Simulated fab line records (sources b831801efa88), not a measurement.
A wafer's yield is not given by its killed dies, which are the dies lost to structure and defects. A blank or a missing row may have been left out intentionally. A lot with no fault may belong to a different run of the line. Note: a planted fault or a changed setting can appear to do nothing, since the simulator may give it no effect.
A single fault, viewed from 2 desks	flow gf180mcu	each desk holds nothing but its own numbers, with what lay behind them at the end

AT THE TOOL OWNER'S DESK: iline stepper-02
The tool's own readings at GF_HV_LDD_EXPOSE_43 (exposes mask Pplus HV AREA, target cd 400 nm): means of the sampled wafers that have a number, for each lot that ran on this tool. A lot is out of limits, marked OUT, if its mean lies more than 4 standard deviations from the usual mean; the brackets give that distance.
Columns: A = exposure dose mJ cm2 at GF_HV_LDD_EXPOSE_43, usual 140.02
lot	first seen here	A
L838	day 12 09:47	140.06
L839	day 12 21:16	140.06
L841	day 13 09:49	139.94
L842	day 13 21:05	139.92
L843	day 14 04:49	139.99
L850	day 16 14:55	140.04
L853	day 17 14:03	148.88 (+68) OUT
L854	day 17 21:15	148.98 (+69) OUT
This desk finds L853, L854 out of limits, L853 being first, at day 17 14:03 (exposure dose mJ cm2 at GF_HV_LDD_EXPOSE_43). L838, L839, L841, L842, L843, L850 stayed within limits.

AT THE METROLOGY DESK
What the gauges read for every lot (on any tool): the sampled wafers with a number, averaged. A lot is out of limits, marked OUT, if its mean lies more than 4 standard deviations from the usual mean; the brackets give that distance.
Columns: A = cd nm at GF_HV_LDD_CD_MEAS_46, usual 400.1 nm; B = cd nm at GF_NSD_CD_MEAS_07, usual 399.2 nm; C = V2_CVD_00_THK at GF_V2_THK_MEAS_01, usual 598 nm; D = V2_CVD_02_THK at GF_V2_THK_MEAS_03, usual 850 nm
lot	first seen here	A	B	C	D
L837	day 12 12:25	399.6	400.5	593	846
L838	day 12 19:42	402.5	393.2	595	843
L839	day 13 07:29	397.4	397.5	599	856
L840	day 13 15:22	397.7	402.0	599	845
L841	day 13 19:08	399.9	400.6	602	862
L842	day 14 07:34	401.8	398.5	602	857
L843	day 14 15:04	399.5	395.8	599	848
L845	day 15 07:21	399.0	398.1	599	850
L847	day 15 22:58	401.2	399.9	599	851
L850	day 17 02:22	400.1	397.8	596	850
L853	day 18 00:57	419.3 (+9.1) OUT	399.6	601	852
L854	day 18 09:15	416.6 (+7.8) OUT	397.9	592	837
L857	day 19 12:30	402.6	398.3	589	848
L859	day 20 00:16	398.5	396.1	602	858
This desk finds L853, L854 out of limits, L853 being first, at day 18 00:57 (cd nm at GF_HV_LDD_CD_MEAS_46). L837, L838, L839, L840, L841, L842, L843, L845, L847, L850, L857, L859 stayed within limits.

BROUGHT TOGETHER
The tool owner's desk could have raised an alarm at day 17 14:03, on L853, L854.
An alarm was possible from the metrology desk at day 18 00:57, on L853, L854.
On iline stepper-02, each named lot ran GF_HV_LDD_EXPOSE_43.

WHAT WAS PUT IN BY THE SIMULATOR
Drift in process parameters on iline stepper-02 at GF_HV_LDD_EXPOSE_43, starting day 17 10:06. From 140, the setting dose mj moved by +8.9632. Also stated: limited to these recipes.
Struck lots among those shown: L853, L854.
Time in hours from fault onset to the first out-of-limits reading at each desk: tool owner's desk 4, metrology desk 15.
